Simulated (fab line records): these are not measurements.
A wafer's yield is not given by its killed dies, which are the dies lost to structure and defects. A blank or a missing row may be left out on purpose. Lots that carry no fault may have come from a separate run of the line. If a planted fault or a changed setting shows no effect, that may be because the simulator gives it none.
fab line records	flow gf180mcu	part 1 of 2: steps 1 to 27 of 36
[record] lots = 5	wafers = 15	last_day = 33
route steps=602 shown M3@426 V3@429 M4@456
lots untouched by any fault: they come from a run of this same line in which no faults occurred
start_h: hours from the record's first day to the start of the lot's first wafer shown	wait_h: hours since the lot's step before	" unchanged from the row above	L1.1+2: a single row standing in for several wafers	- no value, or no start was given	* or withheld: withheld	< > ~ a bound
route shown NAME@n: names a module that has steps shown in the file, with the first one's number in the route	usual: mean/standard deviation of fault-free wafers	same: alike in all rows	chamber/n: place in a boat	sites: the reading at each site	_std_site: their standard deviation	_edge_site: the outer-site mean with the inner-site mean subtracted	radius_mm: for every site, how far away it sits from the centre of the wafer	mask NAME#n: copy n	behind: the last tool/chamber to shape the wafer	hold: cause of the lot's hold/its duration in hours/its outcome	device: transistor that didn't switch, given as n, p or np	end of line: tests run on the same wafers once the route is complete	for a step that has no rows: nothing shown but its recipe	killed: dies lost to structure and defects at the first sort, not the wafer's yield	map: the dies of a wafer, with x for killed, . for not killed, _ for no die there
set.NAME: the run value of the setting; set.NAME@STEP: its run value at that earlier step	model.NAME: the simulator's own value behind a step, which no gauge read
lots at some steps of the route; a table a step, a row a wafer
services: when a tool's chamber went out of use (start_h, in hours from the record's first day, below 0 if earlier), for how many hours, and the reason
[[steps]]
[step GF_M3_STRIP_17]
[recipe] chemistry = O2/N2	power_w = 1400	pressure_mtorr = 1500	platen_temp_c = 250	o2_flow_sccm = 3000	n2_flow_sccm = 300	overash_fraction = 0.5
[usual] drypump_motor_current_A = 5.73/0.25	heater_power_w = 366/22	oes_product_au = 0.538/0.0054	strip_time_to_endpoint_s = 7.39/0.04
lot.wafer	tool	chamber	start_h	wait_h	drypump_motor_current_A	heater_power_w	oes_product_au	rf_hours_counter_h	strip_time_to_endpoint_s
L083.1	plasma_asher-02	0	568.30	0.1	5.37	358	0.538	80	7.46
L083.2	"	1	"	"	6.05	348	0.530	80	7.45
L083.5	"	0	"	"	5.37	361	0.537	-	7.44
L088.2	plasma_asher-02	1	606.41	0.1	6.05	335	0.548	85	7.41
L088.3	"	0	"	"	5.40	362	0.536	-	7.41
L088.6	"	0	"	"	5.41	360	0.539	-	7.40
L089.3	plasma_asher-03	1	617.08	0.1	6.06	362	0.537	-	7.39
L089.4	"	0	"	"	5.59	375	0.536	-	7.31
L089.6	"	1	"	"	6.05	363	0.531	-	7.39
L091.1	plasma_asher-03	0	626.40	0.1	5.55	361	0.533	104	7.37
L091.3	"	1	"	"	6.05	361	0.535	-	7.39
L091.6	"	1	"	"	6.06	353	0.532	-	7.32
L092.4	plasma_asher-04	1	632.99	0.1	5.58	361	0.529	-	7.34
L092.5	"	0	"	"	5.71	407	0.541	-	7.38
L092.6	"	1	"	"	5.57	350	0.538	-	7.38
[step GF_M3_STRIP_18]
[recipe] chemistry = post_etch_residue_remover	time_s = 1200	temp_c = 72.5
[usual] bath_heat_duty_pct = 15.0/1.4
lot.wafer	tool	chamber	start_h	wait_h	bath_heat_duty_pct
L083.1	wet_bench-04	3	568.40	0.1	14.7
L083.2	"	3	"	"	15.2
L083.5	"	3	"	"	14.6
L088.2	wet_bench-01	2	606.51	0.1	13.1
L088.3	"	2	"	"	13.5
L088.6	"	2	"	"	13.4
L089.3	wet_bench-01	2	617.15	0.0	13.4
L089.4	"	2	"	"	14.2
L089.6	"	2	"	"	14.4
L091.1	wet_bench-01	0	626.50	0.1	14.7
L091.3	"	0	"	"	13.6
L091.6	"	0	"	"	14.1
L092.4	wet_bench-04	1	633.06	0.0	16.7
L092.5	"	1	"	"	17.4
L092.6	"	1	"	"	16.8
[step GF_M3_CLEAN_19]
[recipe] chemistry = DIW	dry = n2_spin
lot.wafer	tool	chamber	start_h	wait_h
L083.1+2+5	wet_bench-01	1	568.74	0.0
L088.2+3+6	wet_bench-04	3	606.85	0.0
L089.3+4+6	wet_bench-04	0	617.49	0.0
L091.1+3+6	wet_bench-04	0	626.94	0.1
L092.4+5+6	wet_bench-01	2	633.40	0.0
[step GF_V3_CVD_00]
[recipe] material = SiO2	target_thk_nm = 600	sigma_open_frac = 0.3	temp_c = 400	time_s = 100	sih4_flow_sccm = 60	pressure_mtorr = 6
[usual] pressure_mtorr = 6.001/0.012
lot.wafer	tool	chamber	start_h	wait_h	pressure_mtorr
L083.1	hdpcvd-01	1	568.84	0.0	5.997
L083.2	"	2	"	"	5.992
L083.5	"	0	"	"	5.994
L088.2	hdpcvd-01	2	606.95	0.0	5.996
L088.3	"	0	"	"	6.002
L088.6	"	1	"	"	5.994
L089.3	hdpcvd-01	1	617.60	0.0	6.012
L089.4	"	2	"	"	6.003
L089.6	"	0	"	"	5.979
L091.1	hdpcvd-01	1	627.03	0.0	6.001
L091.3	"	2	"	"	6.026
L091.6	"	0	"	"	6.003
L092.4	hdpcvd-01	2	633.53	0.0	6.001
L092.5	"	1	"	"	6.012
L092.6	"	0	"	"	5.987
[step GF_V3_THK_MEAS_01]
[recipe] reads = SiO2_of_V3_CVD_00
[usual] V3_CVD_00_THK = 598/6.6
lot.wafer	tool	chamber	start_h	wait_h	V3_CVD_00_THK[nm]
L083.1	film_metro-03	-	568.92	0.0	590
L083.2	"	-	"	"	591
L083.5	"	-	"	"	596
L088.2	film_metro-03	-	607.03	0.0	597
L088.3	"	-	"	"	590
L088.6	"	-	"	"	584
L089.3	film_metro-03	-	617.69	0.1	596
L089.4	"	-	"	"	602
L089.6	"	-	"	"	603
L091.1	film_metro-02	-	627.10	0.0	604
L091.3	"	-	"	"	602
L091.6	"	-	"	"	605
L092.4	film_metro-02	-	633.59	0.0	611
L092.5	"	-	"	"	588
L092.6	"	-	"	"	595
[step GF_V3_CVD_02]
[recipe] material = SiO2	target_thk_nm = 850	precursor = TEOS	temp_c = 400	time_s = 94.851	rf_w = 583.6
[usual] heater_power_w = 650/100
lot.wafer	tool	chamber	start_h	wait_h	heater_power_w
L083.1	pecvd-03	2	568.98	0.1	513
L083.2	"	1	"	"	731
L083.5	"	0	"	"	614
L088.2	pecvd-04	2	607.08	0.0	637
L088.3	"	1	"	"	489
L088.6	"	2	"	"	666
L089.3	pecvd-01	2	617.73	0.0	568
L089.4	"	2	"	"	621
L089.6	"	1	"	"	520
L091.1	pecvd-04	2	627.16	0.1	599
L091.3	"	0	"	"	791
L091.6	"	1	"	"	541
L092.4	pecvd-04	1	633.66	0.1	451
L092.5	"	2	"	"	564
L092.6	"	0	"	"	674
[step GF_V3_THK_MEAS_03]
[recipe] reads = SiO2_of_V3_CVD_02
[usual] V3_CVD_02_THK = 849/11
lot.wafer	tool	chamber	start_h	wait_h	V3_CVD_02_THK[nm]
L083.1	film_metro-02	-	569.04	0.0	824
L083.2	"	-	"	"	841
L083.5	"	-	"	"	851
L088.2	film_metro-02	-	607.16	0.0	842
L088.3	"	-	"	"	837
L088.6	"	-	"	"	853
L089.3	film_metro-02	-	617.82	0.1	844
L089.4	"	-	"	"	856
L089.6	"	-	"	"	859
L091.1	film_metro-02	-	627.34	0.1	839
L091.3	"	-	"	"	841
L091.6	"	-	"	"	861
L092.4	film_metro-02	-	633.72	0.0	863
L092.5	"	-	"	"	867
L092.6	"	-	"	"	859
[step GF_V3_CMP_04]
[recipe] material = SiO2	down_force_psi = 4	platen_rpm = 60	pad_velocity_m_s = 0.94248
[usual] motor_current_A = 11.5/1.1	slurry_flow_ml_min = 150.0/0.41	time_to_endpoint_s = 79/5.4
lot.wafer	tool	chamber	start_h	wait_h	motor_current_A	slurry_flow_ml_min	time_to_endpoint_s
L083.1	cmp-02	3	569.10	0.1	11.6	150.4	73
L083.2	"	0	"	"	10.1	150.6	80
L083.5	"	0	"	"	10.3	149.7	85
L088.2	cmp-01	2	607.26	0.1	11.2	150.1	76
L088.3	"	0	"	"	13.2	150.0	73
L088.6	"	1	"	"	10.0	149.7	77
L089.3	cmp-01	1	617.91	0.1	9.9	150.7	74
L089.4	"	2	"	"	11.3	150.7	78
L089.6	"	0	"	"	12.6	150.4	79
L091.1	cmp-01	2	627.40	0.1	11.5	149.6	73
L091.3	"	3	"	"	11.1	150.0	75
L091.6	"	2	"	"	11.5	149.9	81
L092.4	cmp-02	0	633.85	0.1	10.3	149.6	84
L092.6	"	2	"	"	10.4	150.0	83
L092.5	"	3	"	"	11.6	150.0	85
[step GF_V3_BOW_MEAS_05]
[recipe] mode = bow
[usual] V3_BOW = 117/7.9
lot.wafer	tool	chamber	start_h	wait_h	V3_BOW[um]
L083.1	film_metro-03	-	569.40	0.2	115
L083.2	"	-	"	"	113
L083.5	"	-	"	"	124
L088.2	film_metro-03	-	607.53	0.2	120
L088.3	"	-	"	"	118
L088.6	"	-	"	"	110
L089.3	film_metro-03	-	618.23	0.3	119
L089.4	"	-	"	"	119
L089.6	"	-	"	"	118
L091.1	film_metro-02	-	627.70	0.2	115
L091.3	"	-	"	"	123
L091.6	"	-	"	"	123
L092.4	film_metro-03	-	634.11	0.2	112
L092.5	"	-	"	"	110
L092.6	"	-	"	"	119
[step GF_V3_DEHYDRATE_06]
[recipe] temp_c = 200	time_s = 60
[usual] plate_temp_C = 200.04/0.16
lot.wafer	tool	chamber	start_h	wait_h	plate_temp_C
L083.1	litho_track-03	0	579.10	9.7	200.00
L083.2	"	0	"	"	200.11
L083.5	"	0	"	"	200.07
L088.2	litho_track-03	0	617.68	10.1	199.88
L088.3	"	0	"	"	200.04
L088.6	"	0	"	"	199.86
L089.3	litho_track-01	0	627.33	9.1	200.06
L089.4	"	0	"	"	200.01
L089.6	"	0	"	"	200.24
L091.1	litho_track-03	0	637.35	9.6	200.05
L091.3	"	0	"	"	200.14
L091.6	"	0	"	"	200.01
L092.4	litho_track-02	0	643.59	9.5	199.79
L092.5	"	0	"	"	199.99
L092.6	"	0	"	"	199.90
[step GF_V3_HMDS_07]
[recipe] prime_time_s = 60	prime_temp_c = 120
lot.wafer	tool	chamber	start_h	wait_h
L083.1+2+5	litho_track-03	0	579.25	0.1
L088.2+3+6	litho_track-03	0	617.83	0.1
L089.3+4+6	litho_track-01	0	627.48	0.1
L091.1+3+6	litho_track-03	0	637.50	0.1
L092.4+5+6	litho_track-02	0	643.74	0.1
[step GF_V3_COAT_08]
[recipe] resist = BARC	temp_c = withheld	time_s = withheld	spin_rpm = withheld	resist_thk_nm = withheld
lot.wafer	tool	chamber	start_h	wait_h
L083.1+2+5	litho_track-03	0	579.40	0.1
L088.2+3+6	litho_track-03	0	617.98	0.1
L089.3+4+6	litho_track-01	0	627.63	0.1
L091.1+3+6	litho_track-03	0	637.65	0.1
L092.4+5+6	litho_track-02	0	643.89	0.1
[step GF_V3_COAT_09]
[recipe] resist = KrF	spin_rpm = withheld	resist_thk_nm = 1000
lot.wafer	tool	chamber	start_h	wait_h
L083.1+2+5	litho_track-03	0	-	-
L088.2+3+6	litho_track-03	0	-	-
L089.3+4+6	litho_track-01	0	-	-
L091.1+3+6	litho_track-03	0	-	-
L092.4+5+6	litho_track-02	0	-	-
[step GF_V3_SOFTBAKE_10]
[recipe] temp_c = 130	time_s = 60	resist = KrF
[usual] plate_temp_C = 130.03/0.15
lot.wafer	tool	chamber	start_h	wait_h	plate_temp_C
L083.1	litho_track-03	0	-	-	130.06
L083.2	"	0	"	"	129.95
L083.5	"	0	"	"	130.02
L088.2	litho_track-03	0	-	-	130.00
L088.3	"	0	"	"	130.21
L088.6	"	0	"	"	129.99
L089.3	litho_track-01	0	-	-	130.13
L089.4	"	0	"	"	129.93
L089.6	"	0	"	"	129.94
L091.1	litho_track-03	0	-	-	130.12
L091.3	"	0	"	"	130.05
L091.6	"	0	"	"	130.05
L092.4	litho_track-02	0	-	-	130.06
L092.5	"	0	"	"	130.05
L092.6	"	0	"	"	130.18
[step GF_V3_EXPOSE_11]
[recipe] mask_id = Via3	target_cd_nm = 260	na = 0.68	source_shape = conventional	sigma_outer = 0.6	dose_mj = 38
[usual] focus_offset_nm = -0.1/0.52	stage_vel_mm_s = 500.02/0.26
lot.wafer	tool	chamber	start_h	wait_h	mask	focus_offset_nm	stage_vel_mm_s
L083.1	krf_scanner-02	0	-	-	Via3#0	0.0	499.89
L083.2	"	0	"	"	Via3#0	-0.1	499.94
L083.5	"	0	"	"	Via3#0	-0.6	499.98
L088.2	krf_scanner-01	0	-	-	Via3#0	0.2	500.03
L088.3	"	0	"	"	Via3#0	0.1	500.14
L088.6	"	0	"	"	Via3#0	-0.4	499.96
L089.3	krf_scanner-01	0	-	-	Via3#0	0.2	499.96
L089.4	"	0	"	"	Via3#0	0.7	499.91
L089.6	"	0	"	"	Via3#0	0.3	500.50
L091.1	krf_scanner-02	0	-	-	Via3#0	-0.6	499.96
L091.3	"	0	"	"	Via3#0	0.9	500.06
L091.6	"	0	"	"	Via3#0	0.2	499.77
L092.4	krf_scanner-02	0	-	-	Via3#0	-0.5	500.03
L092.5	"	0	"	"	Via3#0	-0.4	500.24
L092.6	"	0	"	"	Via3#0	-0.2	500.11
[step GF_V3_PEB_12]
[recipe] peb_temp_c = 135	peb_time_s = 90	resist = KrF
[usual] plate_temp_C = 134.97/0.15
[same] peb_time_s = 90
lot.wafer	tool	chamber	start_h	wait_h	plate_temp_C
L083.1	litho_track-01	0	-	-	134.80
L083.2	"	0	"	"	134.76
L083.5	"	0	"	"	134.77
L088.2	litho_track-03	0	-	-	135.11
L088.3	"	0	"	"	135.01
L088.6	"	0	"	"	135.39
L089.3	litho_track-01	0	-	-	134.82
L089.4	"	0	"	"	134.76
L089.6	"	0	"	"	134.79
L091.1	litho_track-02	0	-	-	134.84
L091.3	"	0	"	"	134.87
L091.6	"	0	"	"	134.77
L092.4	litho_track-03	0	-	-	134.88
L092.5	"	0	"	"	135.09
L092.6	"	0	"	"	135.26
[step GF_V3_DEVELOP_13]
[recipe] develop_time_s = 60	resist = KrF	dev_temp_c = 21
[same] develop_time_s = 60
lot.wafer	tool	chamber	start_h	wait_h
L083.1+2+5	litho_track-01	0	590.83	0.2
L088.2+3+6	litho_track-03	0	627.73	0.2
L089.3+4+6	litho_track-01	0	637.93	0.1
L091.1+3+6	litho_track-02	0	647.62	0.2
L092.4+5+6	litho_track-03	0	653.88	0.1
[step GF_V3_CD_MEAS_14]
[recipe] target_cd_nm = 260
[usual] cd_nm = 260.6/1.4
lot.wafer	tool	chamber	start_h	wait_h	cd_nm
L083.1	cd_sem-02	-	590.98	0.1	259.8
L083.2	"	-	"	"	260.3
L083.5	"	-	"	"	259.6
L088.2	cd_sem-01	-	627.87	0.1	263.2
L088.3	"	-	"	"	261.9
L088.6	"	-	"	"	260.8
L089.3	cd_sem-02	-	638.07	0.1	258.1
L089.4	"	-	"	"	257.5
L089.6	"	-	"	"	258.2
L091.1	cd_sem-02	-	647.77	0.1	259.3
L091.3	"	-	"	"	258.5
L091.6	"	-	"	"	259.1
L092.4	cd_sem-02	-	654.01	0.1	258.7
L092.5	"	-	"	"	260.4
L092.6	"	-	"	"	259.8
[step GF_V3_OVL_MEAS_15]
[usual] V3_OVL = -1/4.8
lot.wafer	tool	chamber	start_h	wait_h	V3_OVL[nm]
L083.1	overlay-01	-	591.10	0.1	5
L083.2	"	-	"	"	9
L083.5	"	-	"	"	5
L088.2	overlay-02	-	627.98	0.1	0
L088.3	"	-	"	"	-7
L088.6	"	-	"	"	-4
L089.3	overlay-02	-	638.17	0.1	0
L089.4	"	-	"	"	1
L089.6	"	-	"	"	-1
L091.1	overlay-02	-	647.89	0.1	6
L091.3	"	-	"	"	5
L091.6	"	-	"	"	-8
L092.4	overlay-01	-	654.09	0.1	0
L092.5	"	-	"	"	-2
L092.6	"	-	"	"	-6
[step GF_V3_ETCH_16]
[recipe] chemistry = N2/H2	target_depth_a = withheld	overetch_a = withheld	time_s = withheld	target = BARC	ion_energy_ev = 200	source_w = 500	bias_w = 100	pressure_mtorr = 30	n2_flow_sccm = 100	h2_flow_sccm = 200
[usual] drypump_motor_current_A = 5.76/0.26	oes_product_au = 0.854/0.0048	throttle_valve_pct = 13.226/0.0094
lot.wafer	tool	chamber	start_h	wait_h	drypump_motor_current_A	oes_product_au	throttle_valve_pct
L083.1	rie_diel-01	2	591.14	0.0	6.05	0.859	13.230
L083.2	"	3	"	"	5.72	0.851	13.230
L083.5	"	3	"	"	5.73	0.853	13.216
L088.2	rie_diel-01	3	628.01	0.0	5.74	0.855	13.224
L088.3	"	0	"	"	5.70	0.855	13.220
L088.6	"	0	"	"	5.73	0.855	13.205
L089.3	rie_diel-01	0	638.19	0.0	5.72	0.854	13.233
L089.4	"	1	"	"	5.86	0.866	13.235
L089.6	"	3	"	"	5.75	0.853	13.228
L091.1	rie_diel-02	0	647.92	0.0	5.35	0.861	13.211
L091.3	"	1	"	"	5.57	0.852	13.217
L091.6	"	0	"	"	5.38	0.859	13.234
L092.4	rie_diel-02	1	654.11	0.0	5.59	0.852	13.216
L092.5	"	0	"	"	5.37	0.857	13.225
L092.6	"	3	"	"	5.90	0.855	13.229
[step GF_V3_ETCH_17]
[recipe] chemistry = C4F8/O2/Ar	mask_material = KrF	target = SiO2	stop_on = TiN	source_w = 1500	bias_w = 1200	pressure_mtorr = 40	c4f8_flow_sccm = withheld	O2_flow_sccm = 6	Ar_flow_sccm = 300	time_s = withheld	target_depth_a = 6350
[usual] oes_product_au = 0.856/0.0038
lot.wafer	tool	chamber	start_h	wait_h	oes_product_au
L083.1	rie_diel-01	2	-	-	0.859
L083.2	"	3	"	"	0.850
L083.5	"	3	"	"	0.863
L088.2	rie_diel-01	3	-	-	0.854
L088.3	"	0	"	"	0.858
L088.6	"	0	"	"	0.850
L089.3	rie_diel-01	0	-	-	0.854
L089.4	"	1	"	"	0.858
L089.6	"	3	"	"	0.855
L091.1	rie_diel-02	0	-	-	0.862
L091.3	"	1	"	"	0.853
L091.6	"	0	"	"	0.850
L092.4	rie_diel-02	1	-	-	0.854
L092.5	"	0	"	"	0.852
L092.6	"	3	"	"	0.850
[step GF_V3_STRIP_18]
[recipe] chemistry = O2/N2	power_w = 1400	pressure_mtorr = 1500	platen_temp_c = 250	o2_flow_sccm = 3000	n2_flow_sccm = 300	overash_fraction = 0.5
[usual] drypump_motor_current_A = 5.7/0.36	heater_power_w = 352/15	oes_product_au = 0.593/0.0052
lot.wafer	tool	chamber	start_h	wait_h	drypump_motor_current_A	heater_power_w	oes_product_au	rf_hours_counter_h
L083.1	plasma_asher-02	1	591.27	-	6.1	329	0.597	83
L083.2	"	0	"	"	5.4	364	0.597	83
L083.5	"	0	"	"	5.4	360	0.598	-
L088.2	plasma_asher-01	0	628.14	-	5.1	335	0.599	20
L088.3	"	1	"	"	5.7	336	0.596	-
L088.6	"	1	"	"	5.7	324	0.594	-
L089.3	plasma_asher-03	1	638.35	-	6.1	370	0.603	-
L089.4	"	0	"	"	5.5	362	0.597	-
L089.6	"	1	"	"	6.1	353	0.592	-
L091.1	plasma_asher-02	0	648.05	-	5.4	361	0.604	89
L091.3	"	1	"	"	6.1	342	0.597	-
L091.6	"	0	"	"	5.4	361	0.593	-
L092.4	plasma_asher-03	0	654.27	-	5.6	360	0.588	-
L092.5	"	0	"	"	5.6	373	0.598	-
L092.6	"	1	"	"	6.1	343	0.598	-
[step GF_V3_STRIP_19]
[recipe] chemistry = post_etch_residue_remover	time_s = 1200	temp_c = 72.5
[usual] bath_heat_duty_pct = 15.0/1.4
lot.wafer	tool	chamber	start_h	wait_h	bath_heat_duty_pct
L083.1	wet_bench-01	2	591.37	0.1	14.1
L083.2	"	2	"	"	13.0
L083.5	"	2	"	"	14.0
L088.2	wet_bench-03	0	628.24	0.1	18.3
L088.3	"	0	"	"	17.5
L088.6	"	0	"	"	15.6
L089.3	wet_bench-03	0	638.42	0.0	16.6
L089.4	"	0	"	"	18.8
L089.6	"	0	"	"	17.9
L091.1	wet_bench-01	0	648.15	0.1	15.5
L091.3	"	0	"	"	15.4
L091.6	"	0	"	"	14.3
L092.4	wet_bench-02	2	654.34	0.0	15.9
L092.5	"	2	"	"	15.4
L092.6	"	2	"	"	16.4
[step GF_V3_CLEAN_20]
[recipe] chemistry = DIW	dry = n2_spin
lot.wafer	tool	chamber	start_h	wait_h
L083.1+2+5	wet_bench-02	2	591.71	0.0
L088.2+3+6	wet_bench-02	1	628.61	0.0
L089.3+4+6	wet_bench-01	2	638.76	0.0
L091.1+3+6	wet_bench-03	1	648.52	0.0
L092.4+5+6	wet_bench-01	1	654.68	0.0
[step GF_V3_SPUTTER_21]
[recipe] material = Ti	target_thk_nm = 15	chamber_pressure_pa = 5	power_w = 2500	substrate_temp_c = 200	time_s = 80.02
[usual] throttle_valve_pct = 29.7/1.4
lot.wafer	tool	chamber	start_h	wait_h	throttle_valve_pct
L083.1	pvd_sputter-01	-	591.80	0.0	28.9
L083.2	"	-	"	"	31.2
L083.5	"	-	"	"	31.3
L088.2	pvd_sputter-04	-	628.71	0.0	30.7
L088.3	"	-	"	"	30.2
L088.6	"	-	"	"	30.4
L089.3	pvd_sputter-04	-	638.85	0.0	30.8
L089.4	"	-	"	"	30.5
L089.6	"	-	"	"	30.5
L091.1	pvd_sputter-01	-	648.61	0.0	30.7
L091.3	"	-	"	"	31.2
L091.6	"	-	"	"	30.6
L092.4	pvd_sputter-01	-	654.77	0.0	30.5
L092.5	"	-	"	"	30.6
L092.6	"	-	"	"	31.0
[step GF_V3_SPUTTER_22]
[recipe] material = TiN	target_thk_nm = 10	chamber_pressure_pa = 5	power_w = 4000	time_s = 40
[usual] throttle_valve_pct = 29.7/1.3
lot.wafer	tool	chamber	start_h	wait_h	throttle_valve_pct
L083.1	pvd_sputter-01	-	591.86	0.0	29.0
L083.2	"	-	"	"	31.3
L083.5	"	-	"	"	31.4
L088.2	pvd_sputter-04	-	628.77	0.0	30.4
L088.3	"	-	"	"	30.1
L088.6	"	-	"	"	30.5
L089.3	pvd_sputter-04	-	638.91	0.0	30.4
L089.4	"	-	"	"	30.4
L089.6	"	-	"	"	30.3
L091.1	pvd_sputter-01	-	648.68	0.0	30.6
L091.3	"	-	"	"	31.2
L091.6	"	-	"	"	30.5
L092.4	pvd_sputter-01	-	654.83	0.0	30.3
L092.5	"	-	"	"	30.8
L092.6	"	-	"	"	31.4
[step GF_V3_CVD_23]
[recipe] material = W	target_thk_nm = 350	time_s = 104.9	temp_c = 400	pressure_torr = 40
[usual] heater_power_w = 878/110
lot.wafer	tool	chamber	start_h	wait_h	heater_power_w
L083.1	cvd_w-01	1	591.90	0.0	890
L083.2	"	0	"	"	1041
L083.5	"	1	"	"	911
L088.2	cvd_w-01	0	628.81	0.0	1037
L088.3	"	1	"	"	865
L088.6	"	1	"	"	890
L089.3	cvd_w-01	0	638.99	0.1	1017
L089.4	"	1	"	"	893
L089.6	"	1	"	"	886
L091.1	cvd_w-01	0	648.71	0.0	1031
L091.3	"	0	"	"	1020
L091.6	"	1	"	"	888
L092.4	cvd_w-01	1	654.91	0.1	893
L092.5	"	1	"	"	876
L092.6	"	0	"	"	1018
